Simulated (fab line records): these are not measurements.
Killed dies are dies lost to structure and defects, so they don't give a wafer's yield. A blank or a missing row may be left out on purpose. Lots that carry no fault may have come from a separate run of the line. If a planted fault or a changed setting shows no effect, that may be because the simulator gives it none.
What tool caused it?	flow sky130	Sampling: 14 lots, 42 wafers, 6 of 708 route steps

## WHAT THE GAUGES READ, wafer by wafer
SKY_SD_N_TW_MEAS_12.
lot	measured	on	SD_N_TW
L284	day 28 12:07	film metro-01	3978 3963 3972
L285	day 29 12:58	film metro-02	3947 3947 3942
L286	day 29 15:15	film metro-04	3927 3933 3940
L287	day 29 16:41	film metro-04	3953 3940 3957
L288	day 29 23:38	film metro-02	30 30 30
L289	day 30 08:14	film metro-04	30 30 30
L290	day 30 13:44	film metro-02	3948 3952 3959
L294	day 32 08:29	film metro-01	3957 3934 3962
L298	day 33 11:52	film metro-04	3989 4009 4011
L299	day 33 16:44	film metro-04	3981 3982 3976
L301	day 34 11:21	film metro-02	4001 3998 3998
L302	day 34 17:47	film metro-02	4016 4019 4027
L303	day 34 22:20	film metro-02	3998 4008 4009
L305	day 35 11:01	film metro-04	3938 3960 3932

SKY_SD_N_RS_MEAS_17: a four-point-probe measurement.
lot	measured	on	SD_P_RS (ohm/sq)
L284	day 28 12:32	film metro-02	147.4 147.6 147.6
L285	day 29 13:23	film metro-01	146.8 146.6 147.1
L286	day 29 15:40	film metro-02	147.3 146.7 146.8
L287	day 29 17:06	film metro-02	147.4 147.6 147.2
L288	day 30 00:04	film metro-01	146.6 146.5 147.0
L289	day 30 08:38	film metro-02	147.7 147.9 148.3
L290	day 30 14:12	film metro-01	146.8 146.8 147.0
L294	day 32 08:53	film metro-04	147.2 147.1 147.0
L298	day 33 12:17	film metro-01	146.7 147.0 146.9
L299	day 33 17:08	film metro-04	146.7 146.6 146.0
L301	day 34 11:45	film metro-02	147.0 147.4 147.3
L302	day 34 18:11	film metro-01	146.3 146.4 146.0
L303	day 34 22:46	film metro-04	146.7 147.1 147.2
L305	day 35 11:26	film metro-04	147.0 146.9 147.3

## TOOL THAT RAN EACH LOT (tool first, then ch and the chambers of the sampled wafers, then the start)
lot	SKY_POLY_GATE_ETCH_16	SKY_POLY_CUT_ETCH_10	SKY_RES_XHIGH_STRIP_08	SKY_SD_N_STRIP_11
L284	rie diel-01 ch 0,3, day 17 01:37	rie diel-02 ch 0,2, day 24 20:43	plasma asher-01 ch 0,1, day 27 07:02	plasma asher-04 ch 1, day 28 12:01
L285	rie diel-01 ch 0,1,2, day 17 23:30	rie diel-01 ch 0,1,3, day 25 21:32	plasma asher-01 ch 0,1, day 28 07:49	plasma asher-01 ch 0,1, day 29 12:52
L286	rie diel-04 ch 0,2, day 17 23:40	rie diel-02 ch 2,3, day 26 00:29	plasma asher-04 ch 0,1, day 28 10:10	plasma asher-01 ch 1, day 29 15:08
L287	rie diel-01 ch 0,3, day 18 06:58	rie diel-01 ch 0,3, day 26 02:52	plasma asher-01 ch 0,1, day 28 12:19	plasma asher-01 ch 0,1, day 29 16:35
L288	rie diel-01 ch 1,2,3, day 18 14:13	rie diel-02 ch 1,2,3, day 26 09:55	plasma asher-03 ch 0,1, day 28 19:34	plasma asher-01 ch 0,1, day 29 23:34
L289	rie diel-04 ch 0,1,3, day 19 00:58	rie diel-04 ch 1,2,3, day 26 18:47	plasma asher-01 ch 0,1, day 29 04:23	plasma asher-04 ch 0,1, day 30 08:08
L290	rie diel-01 ch 0,3, day 19 05:43	rie diel-04 ch 1,2,3, day 27 00:40	plasma asher-03 ch 0,1, day 29 09:58	plasma asher-01 ch 0,1, day 30 13:38
L294	rie diel-03 ch 1,2, day 21 02:04	rie diel-01 ch 1,2,3, day 28 21:43	plasma asher-01 ch 0,1, day 31 04:50	plasma asher-04 ch 0, day 32 08:23
L298	rie diel-04 ch 0,2,3, day 22 15:18	rie diel-01 ch 0,1,2, day 30 03:01	plasma asher-01 ch 0,1, day 32 09:37	plasma asher-04 ch 0,1, day 33 11:46
L299	rie diel-03 ch 1,2,3, day 22 22:39	rie diel-01 ch 0,1,3, day 30 06:58	plasma asher-03 ch 0,1, day 32 13:49	plasma asher-04 ch 0,1, day 33 16:38
L301	rie diel-03 ch 0,1,3, day 23 13:52	rie diel-02 ch 0,2, day 31 00:59	plasma asher-04 ch 0,1, day 33 07:41	plasma asher-01 ch 0,1, day 34 11:15
L302	rie diel-04 ch 0,2, day 24 00:58	rie diel-04 ch 0,1,3, day 31 07:55	plasma asher-04 ch 0,1, day 33 14:29	plasma asher-01 ch 0,1, day 34 17:41
L303	rie diel-04 ch 0,1, day 24 05:27	rie diel-01 ch 1,3, day 31 13:25	plasma asher-01 ch 0,1, day 33 19:29	plasma asher-02 ch 0,1, day 34 22:16
L305	rie diel-03 ch 2,3, day 24 17:22	rie diel-01 ch 0,1,2, day 32 02:20	plasma asher-03 ch 0,1, day 34 08:13	plasma asher-04 ch 0,1, day 35 10:55
- SKY_POLY_GATE_ETCH_16: etches Si3N4 in CH3F/O2, stops on poly-Si, time 147.5 s, target depth 75 nm.
- SKY_POLY_CUT_ETCH_10: etches BARC in N2/H2, stops on SiO2, time 45.9 s, target depth 60 nm.
- SKY_RES_XHIGH_STRIP_08: strips in O2/N2.
- SKY_SD_N_STRIP_11: strips in O2/N2.

## AS READ BY THE TOOLS THEMSELVES (means over the sampled wafers that have a number; for cases with no such wafer, the mark the record gives instead)
SKY_POLY_GATE_ETCH_16.
lot	tool	drypump motor current A (A)	oes product au (a.u.)	throttle valve pct (%)
L284	rie diel-01	5.4	0.632	10.541
L285	rie diel-01	5.8	0.634	10.543
L286	rie diel-04	5.8	0.636	10.535
L287	rie diel-01	5.4	0.644	10.533
L288	rie diel-01	5.7	0.638	10.543
L289	rie diel-04	5.5	0.633	10.534
L290	rie diel-01	5.4	0.633	10.537
L294	rie diel-03	5.7	0.640	10.547
L298	rie diel-04	5.9	0.639	10.535
L299	rie diel-03	5.8	0.639	10.527
L301	rie diel-03	5.6	0.647	10.534
L302	rie diel-04	5.8	0.642	10.543
L303	rie diel-04	5.3	0.640	10.533
L305	rie diel-03	5.9	0.636	10.538

SKY_POLY_CUT_ETCH_10.
lot	tool	drypump motor current A (A)	n2 flow sccm (sccm)	oes product au (a.u.)	throttle valve pct (%)
L284	rie diel-02	5.4	99.8	0.854	13.221
L285	rie diel-01	5.6	100.0	0.853	13.231
L286	rie diel-02	5.5	99.3	0.850	13.230
L287	rie diel-01	5.4	99.9	0.858	13.226
L288	rie diel-02	5.7	99.8	0.850	13.230
L289	rie diel-04	5.8	100.2	0.856	13.228
L290	rie diel-04	5.8	99.9	0.855	13.232
L294	rie diel-01	5.7	100.0	0.856	13.225
L298	rie diel-01	5.7	100.0	0.855	13.223
L299	rie diel-01	5.6	100.2	0.857	13.217
L301	rie diel-02	5.4	100.3	0.854	13.228
L302	rie diel-04	5.6	99.8	0.853	13.222
L303	rie diel-01	5.7	100.2	0.853	13.229
L305	rie diel-01	5.8	100.1	0.854	13.226

SKY_RES_XHIGH_STRIP_08.
lot	tool	chamber pressure mTorr (mTorr)	drypump motor current A (A)	n2 flow sccm (sccm)	oes product au (a.u.)	strip time to endpoint s (s)
L284	plasma asher-01	1499.9	5.6	300.5	0.709	14.22
L285	plasma asher-01	1501.3	5.7	300.1	0.715	14.31
L286	plasma asher-04	1500.8	5.7	300.1	0.714	14.30
L287	plasma asher-01	1499.3	5.7	299.7	0.714	14.34
L288	plasma asher-03	-	-	-	-	-
L289	plasma asher-01	-	-	-	-	-
L290	plasma asher-03	1500.4	5.1	300.6	0.712	14.30
L294	plasma asher-01	1500.6	5.6	300.1	0.706	14.30
L298	plasma asher-01	1500.4	5.7	300.4	0.711	14.24
L299	plasma asher-03	1498.7	5.1	299.3	0.709	14.23
L301	plasma asher-04	1499.3	5.7	300.8	0.715	14.27
L302	plasma asher-04	1498.7	5.7	300.4	0.713	14.32
L303	plasma asher-01	1500.1	5.7	299.6	0.709	14.24
L305	plasma asher-03	1499.0	5.1	299.8	0.707	14.25

SKY_SD_N_STRIP_11.
lot	tool	chamber pressure mTorr (mTorr)	drypump motor current A (A)	n2 flow sccm (sccm)	oes product au (a.u.)	strip time to endpoint s (s)
L284	plasma asher-04	1499.7	5.52	300.5	0.527	22.52
L285	plasma asher-01	1499.2	5.59	300.1	0.526	22.59
L286	plasma asher-01	1498.8	5.83	299.4	0.527	22.64
L287	plasma asher-01	1498.7	5.72	299.8	0.526	22.55
L288	plasma asher-01	1498.8	5.72	299.7	0.612	39.39
L289	plasma asher-04	1500.0	5.83	299.5	0.615	39.48
L290	plasma asher-01	1499.5	5.70	300.8	0.521	22.58
L294	plasma asher-04	1500.5	5.98	301.5	0.525	22.53
L298	plasma asher-04	1499.8	5.66	300.0	0.527	22.48
L299	plasma asher-04	1499.4	5.82	300.3	0.527	22.51
L301	plasma asher-01	1500.7	5.57	300.1	0.529	22.58
L302	plasma asher-01	1499.8	5.57	299.5	0.530	22.51
L303	plasma asher-02	1500.0	5.54	299.5	0.534	22.57
L305	plasma asher-04	1499.3	5.83	301.1	0.526	22.63

## THE ANSWER, worked out from the rows above alone
Rule: what is usual is taken from the lots themselves. The widest of any qualifying gaps counts: lots, ordered by their means at a reading, are off when they make up no more than a third of the lots, leave a main group of 4 or more, and stand apart from it by 3 or more times the standard deviation of that group's means. The tables above print the reading to a certain number of digits; a main group whose means all agree to those digits is not used. A lot without any number at a reading at which 4 lots or more have one is off too. The other lots that the step has rows for count as sound. Order of review: gauges by route order, followed by the tools' own readings, for which a lot's mean as printed above is used. At the first step where some lot is off, the reading lying furthest off is the one used; lots without a number count as furthest.
Off: at SKY_SD_N_TW_MEAS_12 (SD_N_TW), L288, L289. For the main group the mean is 3971 and the standard deviation 28.
If a tool, at a process step before that reading, ran all the lots that are off and no sound lot after the first of them, it fits. The gauges at SKY_SD_N_TW_MEAS_12 aren't tried: what is off there is off at SKY_RES_XHIGH_STRIP_08 too, on other tools, and a gauge's error can't cause that. Of those tried, none fits.

## WHAT WAS PUT IN BY THE SIMULATOR
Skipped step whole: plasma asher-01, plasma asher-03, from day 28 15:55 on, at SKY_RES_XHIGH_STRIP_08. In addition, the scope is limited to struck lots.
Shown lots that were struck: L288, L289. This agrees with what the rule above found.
